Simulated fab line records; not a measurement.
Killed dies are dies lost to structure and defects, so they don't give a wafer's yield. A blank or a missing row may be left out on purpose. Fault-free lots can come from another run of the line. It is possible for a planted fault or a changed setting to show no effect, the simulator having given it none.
A struck lot beside a sound one + flow gf180mcu + 15 steps out of a route of 602
Sound: the wafers L900.1, L900.2, L900.5. Wafers L908.1, L908.2, L908.4 were the ones struck. At the end, the cause is stated.
Each step with rows lists, per side, the tool, then ch with its chambers, then its first start. Under that, the readings that differ: sound wafers + struck wafers + difference of the means + sigmas: that difference in standard deviations of wafers without a fault.
alike: words and numbers the same on both sides, and readings whose means are apart by under 2 such deviations; not compared: readings that were withheld, readings missing a value for some wafer, numbers with overlapping values and no deviation given by the record, and bounds like >300 which may hide the same value.
The two part at a step that has a row with sigmas, a row that says differs or no value, or rows on one side only. Numbers that don't overlap but have no deviation are shown without sigmas and don't part them. A reading that every wafer of one side lacks parts them only if that side has two wafers or more.

GF_DUAL_GATE_THK_MEAS_03:
  struck on filmMetro-02, day 10 18:21; sound on filmMetro-01, day 8 08:39
  alike: DUAL_GATE_OXIDATION_00_THK
then, 7 steps without rows for these wafers: GF_DUAL_GATE_DEHYDRATE_04 (time 60 s); GF_DUAL_GATE_HMDS_05 (prime time 60 s); GF_DUAL_GATE_COAT_06 (resist thk 1000 nm); GF_DUAL_GATE_SOFTBAKE_07 (time 60 s); GF_DUAL_GATE_EXPOSE_08 (exposes mask Dualgate, target cd 700 nm); GF_DUAL_GATE_PEB_09; GF_DUAL_GATE_DEVELOP_10 (develop time 60 s).
GF_DUAL_GATE_OVL_MEAS_11:
  struck on overlay-02, day 11 12:12; sound on overlay-02, day 9 01:13
| reading            | sound       | struck         | difference | sigmas |
|--------------------|-------------|----------------|------------|--------|
| DUAL_GATE_OVL (nm) | 1.3 1.3 2.6 | -1.4 -1.0 -1.2 | -2.9       | -2     |
then, 1 step without rows for these wafers: GF_DUAL_GATE_WET_ETCH_12 (etches SiO2 in dHF, target depth 13 nm, time 260 s).
GF_DUAL_GATE_STRIP_13: strips in O2/N2.
  sound on plasmaAsher-04 ch 0,1, day 9 01:21; struck on plasmaAsher-02 ch 0,1, day 11 12:19
| reading          | sound       | struck      | difference | sigmas |
|------------------|-------------|-------------|------------|--------|
| heaterPowerW (W) | 348 290 289 | 362 359 364 | +53        | +2     |
  alike: chamberPressureMTorr, drypumpMotorCurrentA, o2FlowSccm, oesProductAu, stripTimeToEndpointS
  not compared: rfHoursCounterH
then, 1 step without rows for these wafers: GF_DUAL_GATE_CLEAN_14 (cleans in SC1/SC2, time 150 s).
GF_DUAL_GATE_OXIDATION_15: stabilise 600 s, purge 300 s, target thk 7.098 nm.
  sound on furnace-01 ch 0, day 9 01:58; struck on furnace-01 ch 0, day 11 12:46
| reading                | sound             | struck            | difference | sigmas |
|------------------------|-------------------|-------------------|------------|--------|
| spikeTcCentreC (C)     | 851.3 850.2 851.9 | 856.7 857.1 857.0 | +5.8       | +4     |
| spikeTcTopC (C)        | 866.3 865.9 864.7 | 871.7 872.3 874.1 | +7.1       | +4     |
| spikeTcUpperC (C)      | 850.6 850.6 851.0 | 810.4 809.7 807.7 | -41.5      | -41    |
| zonePowerCentrePct (%) | 16.3 16.2 16.3    | 23.0 22.6 23.2    | +6.7       | +12    |
| zonePowerTopPct (%)    | 30.5 30.6 30.7    | 37.7 38.8 38.5    | +7.7       | +9     |
| zonePowerUpperPct (%)  | 17.6 17.5 17.8    | 1.6 1.6 1.6       | -16.0      | -10    |
  alike: zonePowerBottomPct
then, 1 step without rows for these wafers: GF_POLY_GATE_CVD_00 (deposits poly-Si, target thk 200 nm, time 1200 s).
GF_PASSIVATION_PROBE_99:
  rows exist in the record for the sound wafers here (prober-01, day 29 22:27), none for the struck ones

## WHERE THEY PART
Last at GF_PASSIVATION_PROBE_99 as far as this record goes, first at GF_DUAL_GATE_OVL_MEAS_11.

WHY: the cause the simulator had injected
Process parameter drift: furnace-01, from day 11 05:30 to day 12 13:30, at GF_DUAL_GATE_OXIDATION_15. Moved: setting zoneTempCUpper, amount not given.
